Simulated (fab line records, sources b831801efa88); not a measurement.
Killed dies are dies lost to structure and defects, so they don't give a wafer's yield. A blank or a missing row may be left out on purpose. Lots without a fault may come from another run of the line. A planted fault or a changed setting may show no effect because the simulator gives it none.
Which tool did it? | flow gf180mcu | 24 lots, 72 wafers sampled, at 6 steps of a route of 602

WHAT THE GAUGES READ, wafer by wafer
GF_CONTACT_OVL_MEAS_15.
lot  | measured     | on         | CONTACT_OVL (nm)
L074 | day 16 04:35 | overlay-01 | 8 0 10
L075 | day 16 09:29 | overlay-02 | 4 5 2
L076 | day 17 01:46 | overlay-01 | -9 1 -9
L077 | day 17 08:59 | overlay-01 | 6 4 5
L079 | day 17 20:48 | overlay-02 | -1 2 -3
L078 | day 18 00:44 | overlay-01 | 2 1 1
L080 | day 18 07:35 | overlay-01 | -1 3 -1
L081 | day 18 16:48 | overlay-02 | 3 5 -1
L082 | day 19 05:33 | overlay-02 | 6 1 1
L083 | day 19 13:03 | overlay-01 | -6 -10 -6
L084 | day 19 20:32 | overlay-02 | -7 1 -7
L085 | day 20 05:23 | overlay-02 | 2 10 1
L086 | day 20 11:59 | overlay-02 | -9 -10 -15
L087 | day 20 20:08 | overlay-02 | -6 -4 -3
L088 | day 21 04:57 | overlay-01 | 2 11 -4
L089 | day 21 11:10 | overlay-02 | -11 -7 0
L090 | day 21 21:45 | overlay-02 | 2 10 -3
L091 | day 22 09:03 | overlay-02 | -1 1 -1
L092 | day 22 13:20 | overlay-02 | 5 7 13
L093 | day 22 18:41 | overlay-02 | 12 14 1
L094 | day 23 05:59 | overlay-01 | -8 -5 -4
L095 | day 23 14:33 | overlay-01 | 4 8 5
L096 | day 23 20:41 | overlay-02 | 4 2 5
L097 | day 24 09:17 | overlay-02 | -6 -5 -7

GF_V2_BOW_MEAS_05.
lot  | measured     | on            | V2_BOW (um)
L074 | day 19 07:10 | film_metro-02 | 110 103 98
L075 | day 19 13:25 | film_metro-01 | 99 95 98
L076 | day 20 07:16 | film_metro-02 | 94 90 92
L077 | day 20 15:11 | film_metro-01 | 85 107 91
L079 | day 21 03:08 | film_metro-02 | 92 93 97
L078 | day 21 07:16 | film_metro-01 | 106 99 103
L080 | day 21 14:18 | film_metro-04 | 94 103 93
L081 | day 22 00:18 | film_metro-02 | 94 99 101
L082 | day 22 12:49 | film_metro-02 | 99 94 103
L083 | day 22 19:46 | film_metro-04 | 106 112 105
L084 | day 23 03:20 | film_metro-01 | 94 99 105
L085 | day 23 11:25 | film_metro-02 | 95 117 106
L086 | day 23 17:54 | film_metro-02 | 99 104 93
L087 | day 24 00:33 | film_metro-01 | 108 105 95
L088 | day 24 07:29 | film_metro-04 | 86 82 99
L089 | day 24 15:31 | film_metro-02 | 117 105 108
L090 | day 25 01:46 | film_metro-01 | 96 101 99
L091 | day 25 10:29 | film_metro-02 | 106 87 99
L092 | day 25 15:38 | film_metro-02 | 88 100 105
L093 | day 25 19:59 | film_metro-02 | 93 99 100
L094 | day 26 04:29 | film_metro-01 | 96 99 98
L095 | day 26 14:19 | film_metro-04 | 113 98 101
L096 | day 26 19:07 | film_metro-04 | 94 94 102
L097 | day 27 05:37 | film_metro-01 | 108 99 110

GF_M3_THK_MEAS_06: measures by xrf.
lot  | measured     | on            | M3_ALCU_THK (nm)
L074 | day 20 09:54 | film_metro-01 | 450 449 467
L075 | day 20 15:32 | film_metro-03 | 458 454 459
L076 | day 21 09:54 | film_metro-01 | 459 453 461
L077 | day 21 17:37 | film_metro-03 | 454 452 460
L079 | day 22 05:05 | film_metro-01 | 446 449 438
L078 | day 22 08:59 | film_metro-02 | 461 460 454
L080 | day 22 16:49 | film_metro-03 | 455 475 458
L081 | day 23 01:56 | film_metro-03 | 464 458 464
L082 | day 23 14:16 | film_metro-02 | 463 462 453
L083 | day 23 20:46 | film_metro-02 | 451 452 454
L084 | day 24 04:38 | film_metro-01 | 459 458 449
L085 | day 24 11:50 | film_metro-01 | 443 443 451
L086 | day 24 18:53 | film_metro-02 | 462 457 462
L087 | day 25 00:25 | film_metro-01 | 449 448 449
L088 | day 25 07:04 | film_metro-02 | 459 459 451
L089 | day 25 14:56 | film_metro-03 | 463 457 454
L090 | day 26 00:46 | film_metro-01 | 459 459 454
L091 | day 26 09:36 | film_metro-03 | 465 466 467
L092 | day 26 14:47 | film_metro-03 | 460 467 474
L093 | day 26 19:04 | film_metro-02 | 468 465 454
L094 | day 27 02:55 | film_metro-03 | 449 459 460
L095 | day 27 12:34 | film_metro-01 | 458 452 462
L096 | day 27 17:00 | film_metro-03 | 449 453 463
L097 | day 28 02:49 | film_metro-01 | 449 465 446

GF_V3_OVL_MEAS_15.
lot  | measured     | on         | V3_OVL (nm)
L074 | day 22 12:38 | overlay-01 | 3 2 3
L075 | day 22 17:38 | overlay-02 | 2 0 -2
L076 | day 23 11:32 | overlay-02 | -2 6 1
L077 | day 23 17:47 | overlay-02 | 9 9 8
L079 | day 24 05:17 | overlay-02 | 0 -1 1
L078 | day 24 08:59 | overlay-01 | 7 0 6
L080 | day 24 16:01 | overlay-01 | 3 7 4
L081 | day 24 23:55 | overlay-01 | 2 -6 4
L082 | day 25 11:19 | overlay-01 | 9 5 1
L083 | day 25 17:55 | overlay-01 | 4 11 14
L084 | day 26 00:53 | overlay-01 | 3 0 -5
L085 | day 26 08:29 | overlay-01 | -2 -1 0
L086 | day 26 14:58 | overlay-01 | -4 0 6
L087 | day 26 20:17 | overlay-02 | 7 6 10
L088 | day 27 01:50 | overlay-02 | 11 9 9
L089 | day 27 09:01 | overlay-01 | -6 3 -1
L090 | day 27 19:17 | overlay-02 | 10 2 5
L091 | day 28 01:29 | overlay-01 | 10 5 -2
L092 | day 28 07:53 | overlay-02 | 5 0 -4
L093 | day 28 12:04 | overlay-01 | 13 7 6
L094 | day 28 19:38 | overlay-02 | -1 -7 8
L095 | day 29 04:17 | overlay-01 | -3 -1 -1
L096 | day 29 09:10 | overlay-02 | 6 3 5
L097 | day 29 18:37 | overlay-02 | -3 -3 -4

GF_V4_RS_MEAS_24: measures by four-point-probe.
lot  | measured     | on            | V4_W_RS (ohm/sq)
L074 | day 24 14:07 | film_metro-02 | 0.331 0.326 0.328
L075 | day 24 18:37 | film_metro-01 | 0.333 0.322 0.329
L076 | day 25 12:25 | film_metro-04 | 0.321 0.330 0.325
L077 | day 25 17:31 | film_metro-01 | 0.329 0.326 0.329
L079 | day 26 04:05 | film_metro-04 | 0.328 0.321 0.327
L078 | day 26 08:26 | film_metro-02 | 0.329 0.329 0.326
L080 | day 26 14:38 | film_metro-02 | 0.335 0.328 0.331
L081 | day 26 21:53 | film_metro-04 | 0.331 0.330 0.326
L082 | day 27 08:55 | film_metro-01 | 0.329 0.331 0.329
L083 | day 27 14:52 | film_metro-02 | 0.329 0.329 0.330
L084 | day 27 21:16 | film_metro-04 | 0.331 0.330 0.333
L085 | day 28 03:55 | film_metro-01 | 0.335 0.333 0.328
L086 | day 28 11:11 | film_metro-04 | 0.328 0.328 0.330
L087 | day 28 16:56 | film_metro-04 | 0.335 0.334 0.333
L088 | day 28 21:40 | film_metro-02 | 0.329 0.330 0.331
L089 | day 29 03:38 | film_metro-01 | 0.327 0.327 0.328
L090 | day 29 13:23 | film_metro-01 | 0.326 0.327 0.326
L091 | day 29 19:38 | film_metro-04 | 0.321 0.326 0.321
L092 | day 30 02:41 | film_metro-04 | 0.320 0.325 0.326
L093 | day 30 07:59 | film_metro-02 | 0.322 0.320 0.324
L094 | day 30 12:49 | film_metro-01 | 0.331 0.330 0.336
L095 | day 30 22:14 | film_metro-01 | 0.329 0.330 0.328
L096 | day 31 02:39 | film_metro-04 | 0.337 0.338 0.334
L097 | day 31 10:55 | film_metro-04 | 0.328 0.329 0.326

WHICH TOOL RAN EACH LOT (tool, then ch and the chambers of the sampled wafers, then the start)
lot  | GF_HV_LDD_RTA_52
L074 | rtp_anneal-01 ch 0, day 12 12:28
L075 | rtp_anneal-01 ch 0, day 12 16:05
L076 | rtp_anneal-01 ch 0, day 13 05:21
L077 | rtp_anneal-01 ch 0, day 13 12:47
L079 | rtp_anneal-01 ch 0, day 13 23:54
L078 | rtp_anneal-02 ch 0, day 14 00:17
L080 | rtp_anneal-02 ch 0, day 14 09:36
L081 | rtp_anneal-02 ch 0, day 14 18:50
L082 | rtp_anneal-01 ch 0, day 15 05:47
L083 | rtp_anneal-01 ch 0, day 15 10:29
L084 | rtp_anneal-02 ch 0, day 15 17:59
L085 | rtp_anneal-02 ch 0, day 16 01:38
L086 | rtp_anneal-02 ch 0, day 16 09:20
L087 | rtp_anneal-02 ch 0, day 16 16:08
L088 | rtp_anneal-02 ch 0, day 17 00:14
L089 | rtp_anneal-02 ch 0, day 17 04:27
L090 | rtp_anneal-02 ch 0, day 17 15:41
L091 | rtp_anneal-01 ch 0, day 18 01:27
L092 | rtp_anneal-01 ch 0, day 18 06:05
L093 | rtp_anneal-01 ch 0, day 18 13:26
L094 | rtp_anneal-02 ch 0, day 18 23:44
L095 | rtp_anneal-01 ch 0, day 19 10:11
L096 | rtp_anneal-01 ch 0, day 19 15:50
L097 | rtp_anneal-01 ch 0, day 20 05:04
- GF_HV_LDD_RTA_52: time 10 s.

WHAT THE TOOLS THEMSELVES READ (means of the sampled wafers that have a number; where no wafer has one, the mark that the record gives instead)
GF_HV_LDD_RTA_52.
lot  | tool          | lamp_power_pct (%) | wafer_temp_C_max
L074 | rtp_anneal-01 | 42                 | 1007.5
L075 | rtp_anneal-01 | 42                 | 1008.2
L076 | rtp_anneal-01 | 42                 | 1007.0
L077 | rtp_anneal-01 | 42                 | 1008.1
L079 | rtp_anneal-01 | 42                 | 1007.2
L078 | rtp_anneal-02 | 33                 | 1002.6
L080 | rtp_anneal-02 | 33                 | 1002.3
L081 | rtp_anneal-02 | 33                 | 1002.2
L082 | rtp_anneal-01 | 42                 | 1008.6
L083 | rtp_anneal-01 | 42                 | 1007.6
L084 | rtp_anneal-02 | 33                 | 1003.0
L085 | rtp_anneal-02 | 33                 | 1003.0
L086 | rtp_anneal-02 | 33                 | 1002.8
L087 | rtp_anneal-02 | 33                 | 1002.8
L088 | rtp_anneal-02 | 33                 | 1002.4
L089 | rtp_anneal-02 | 33                 | 1003.6
L090 | rtp_anneal-02 | 33                 | 1003.0
L091 | rtp_anneal-01 | 42                 | 1007.2
L092 | rtp_anneal-01 | 42                 | 1007.4
L093 | rtp_anneal-01 | 42                 | 1009.8
L094 | rtp_anneal-02 | 33                 | 1002.6
L095 | rtp_anneal-01 | 42                 | 1007.9
L096 | rtp_anneal-01 | 42                 | 1006.7
L097 | rtp_anneal-01 | 42                 | 1009.0

THE ANSWER, worked out from the rows above alone
Rule: what is usual is taken from the lots themselves. Put in order of their means at a reading, lots are off if they are a third of the lots or fewer, leave a main group of 4 or more, and stand apart from it by a gap of 3 or more times the standard deviation of the main group's means; of several such gaps the widest counts. A main group whose means are all the same, to the digits that the tables above print for the reading, isn't used. A lot without any number at a reading at which 4 lots or more have one is off too. The other lots that the step has rows for count as sound. The gauges are gone through in route order, then the tools' own readings, and for those a lot's mean is taken as printed above. The first step at which some lot is off is used, and at that step the reading that is off furthest; a lot without a number counts as furthest.
No lot is off at any reading shown: from this, nothing can be told.

WHAT THE SIMULATOR HAD PUT IN
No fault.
